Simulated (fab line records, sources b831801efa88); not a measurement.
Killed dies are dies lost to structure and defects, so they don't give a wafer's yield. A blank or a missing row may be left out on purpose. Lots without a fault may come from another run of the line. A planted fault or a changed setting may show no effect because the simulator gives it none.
Which tool did it? | flow gf180mcu | 13 lots, 37 wafers sampled, at 2 steps of a route of 602

WHAT THE GAUGES READ, wafer by wafer
GF_TOP_METAL_RS_MEAS_05: measures by four-point-probe. Usual: TOP_METAL_ALCU_RS 0.0327 ohm/sq, standard deviation 0.00045.
lot  | measured     | on            | TOP_METAL_ALCU_RS (ohm/sq) | flag
L816 | day 27 08:07 | film_metro-02 | 0.0326 0.0323 0.0329       |
L817 | day 27 17:38 | film_metro-03 | 0.0326 0.0332 0.0323       |
L818 | day 27 22:17 | film_metro-01 | 0.0330 0.0334 0.0333       |
L820 | day 28 23:47 | film_metro-01 | 0.0330 0.0321 0.0325       |
L821 | day 29 01:41 | film_metro-03 | 0.0326 0.0336 0.0324       |
L826 | day 30 14:49 | film_metro-03 | 0.0324                     |
L827 | day 31 00:34 | film_metro-03 | 0.0326 0.0323 0.0327       |
L829 | day 31 11:53 | film_metro-01 | 0.0328 0.0329 0.0328       |
L830 | day 31 16:59 | film_metro-03 | 0.0332 0.0325 0.0322       |
L834 | day 32 15:06 | film_metro-01 | 0.0326 0.0324 0.0329       |
L835 | day 32 17:48 | film_metro-03 | 0.0322 0.0327 0.0323       |
L837 | day 33 06:56 | film_metro-02 | 0.0318 0.0324 0.0322       |
L838 | day 33 13:03 | film_metro-03 | 0.0325 0.0319 0.0323       |

WHICH TOOL RAN EACH LOT (tool, then ch and the chambers of the sampled wafers, then the start)
lot  | GF_M5_STRIP_11
L816 | plasma_asher-03 ch 0,1, day 26 08:41
L817 | plasma_asher-02 ch 0,1, day 26 18:46
L818 | plasma_asher-01 ch 1, day 26 23:55
L820 | plasma_asher-01 ch 0,1, day 28 00:58
L821 | plasma_asher-03 ch 0,1, day 28 02:23
L826 | plasma_asher-02 ch 1, day 29 17:10
L827 | plasma_asher-02 ch 0,1, day 30 03:07
L829 | plasma_asher-02 ch 0,1, day 30 14:25
L830 | plasma_asher-02 ch 1, day 30 20:38
L834 | plasma_asher-02 ch 0,1, day 31 19:27
L835 | plasma_asher-01 ch 0,1, day 31 22:58
L837 | plasma_asher-01 ch 0,1, day 32 10:59
L838 | plasma_asher-01 ch 0,1, day 32 18:08
- GF_M5_STRIP_11: strips in O2/N2.

WHAT THE TOOLS THEMSELVES READ (means of the sampled wafers that have a number; where no wafer has one, the mark that the record gives instead)
GF_M5_STRIP_11. Usual: drypump_motor_current_A 5.7 A, standard deviation 0.52; heater_power_w 335 W, standard deviation 21; oes_product_au 0.544 a.u., standard deviation 0.0046; strip_time_to_endpoint_s 7.54 s, standard deviation 0.047.
lot  | tool            | drypump_motor_current_A (A) | heater_power_w (W) | oes_product_au (a.u.) | strip_time_to_endpoint_s (s) | flag
L816 | plasma_asher-03 | 5.5                         | 317                | 0.543                 | 7.54                         |
L817 | plasma_asher-02 | 6.3                         | 346                | 0.540                 | 7.52                         |
L818 | plasma_asher-01 | 5.1                         | 335                | 0.543                 | 7.55                         |
L820 | plasma_asher-01 | 5.3                         | 330                | 0.546                 | 7.62                         |
L821 | plasma_asher-03 | 5.5                         | 323                | 0.542                 | 7.54                         |
L826 | plasma_asher-02 | 5.6                         | 376                | 0.544                 | 7.53                         |
L827 | plasma_asher-02 | 6.3                         | 346                | 0.543                 | 7.51                         |
L829 | plasma_asher-02 | 5.9                         | 356                | 0.539                 | 7.55                         |
L830 | plasma_asher-02 | 5.6                         | 372                | 0.546                 | 7.59                         |
L834 | plasma_asher-02 | 6.3                         | 348                | 0.544                 | 7.48                         |
L835 | plasma_asher-01 | 5.3                         | 327                | 0.543                 | 7.52                         |
L837 | plasma_asher-01 | 5.3                         | 326                | 0.543                 | 7.51                         |
L838 | plasma_asher-01 | 5.3                         | 331                | 0.546                 | 7.57                         |

THE ANSWER, worked out from the rows above alone
Rule: a lot is off if the mean of its wafers that have a number lies more than 3 standard deviations from the usual mean. A lot without any number at a reading at which 4 lots or more have one is off too. The other lots that the step has rows for count as sound. The gauges are gone through in route order, then the tools' own readings, and for those a lot's mean is taken as printed above. The first step at which some lot is off is used, and at that step the reading that is off furthest; a lot without a number counts as furthest.
No lot is off at any reading shown: from this, nothing can be told.

WHAT THE SIMULATOR HAD PUT IN
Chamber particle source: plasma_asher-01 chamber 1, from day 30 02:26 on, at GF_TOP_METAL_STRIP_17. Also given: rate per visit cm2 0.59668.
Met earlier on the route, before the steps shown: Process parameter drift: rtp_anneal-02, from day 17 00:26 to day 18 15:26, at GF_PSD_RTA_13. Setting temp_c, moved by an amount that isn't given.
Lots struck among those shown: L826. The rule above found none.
